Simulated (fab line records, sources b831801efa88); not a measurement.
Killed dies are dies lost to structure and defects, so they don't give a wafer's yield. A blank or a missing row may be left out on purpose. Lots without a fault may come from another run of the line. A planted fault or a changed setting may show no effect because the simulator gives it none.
Problem report in the 8D (eight disciplines) form, filled by code | flow sky130 | the parts of the form that need people (team, actions taken, sign-off) are left out

1. THE PROBLEM
developer_temp_C at SKY_LOCAL_INTERCONNECT_DEVELOP_10 reads a mean of 23.17 C on 6 wafers of 2 lots; wafers without a fault read 21.03 C with a standard deviation of 0.099. That is +22 standard deviations from the usual mean.
The step: develop time 60 s.
First seen on wafer L588.3, day 34 02:00, on litho_track-04. The record holds 42 wafers of 14 lots with a number at this step. Rule for "out", or "out of limits": more than 4 standard deviations from the usual mean. The other wafers with a number count as sound.

2. WHAT IT IS AND WHAT IT IS NOT
question                    | is                     | is not
which readings at this step | developer_temp_C       | -
which lots                  | L588, L590             | L577, L579, L580, L581, L582, L583, L584, L592, L595, L597, L598, L599
which wafers of those lots  | all that have a number | -
read on which tools         | litho_track-04         | litho_track-02, litho_track-03
when                        | from day 34 02:00      | up to then (21 sound wafers); but 15 sound wafers of L592, L595, L597, L598, L599 came after

3. SUSPECTS, AND WHAT RULES EACH OUT
Counting: a tool at a process step up to the reading stays a suspect if it ran every lot that is out and no sound lot after the first of them.
- litho_track-04 at SKY_LOCAL_INTERCONNECT_DEVELOP_10 (develop time 60 s): ruled out as a lasting fault. Sound lots L598, L599 ran on it after its first lot that is out, L588 (day 34 02:00).
Left after counting: nothing in the record.

4. THE CAUSE (what the simulator had put in)
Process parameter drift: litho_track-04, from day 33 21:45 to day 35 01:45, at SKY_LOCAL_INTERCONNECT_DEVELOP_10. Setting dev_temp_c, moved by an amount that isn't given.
Counting ruled it out, wrongly.

5. THE CHAIN OF EFFECTS, in route order
Each row: a reading whose mean over the struck wafers that have a number lies more than 3 standard deviations from the usual. Only readings for which the record gives a usual standard deviation are gone through. hours: the time from each lot's start at the first step in this table that gives one to its start at this step, as a median over the lots. sigmas: the change in usual standard deviations.
hours | step                              | reading          | usual   | on struck wafers | change | sigmas
0     | SKY_LOCAL_INTERCONNECT_DEVELOP_10 | developer_temp_C | 21.03 C | 23.17            | +2.14  | +22
The process steps in it:
- SKY_LOCAL_INTERCONNECT_DEVELOP_10: develop time 60 s.
Later measuring or inspecting steps at which every struck wafer that the step has a row for has a number for every such reading, and none has moved that far: SKY_VIA1_OVL_MEAS_13.

6. WHAT WOULD HAVE CAUGHT IT SOONER
In this record the first reading out of limits was taken at day 34 02:00, 4 hours after the fault began at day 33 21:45.
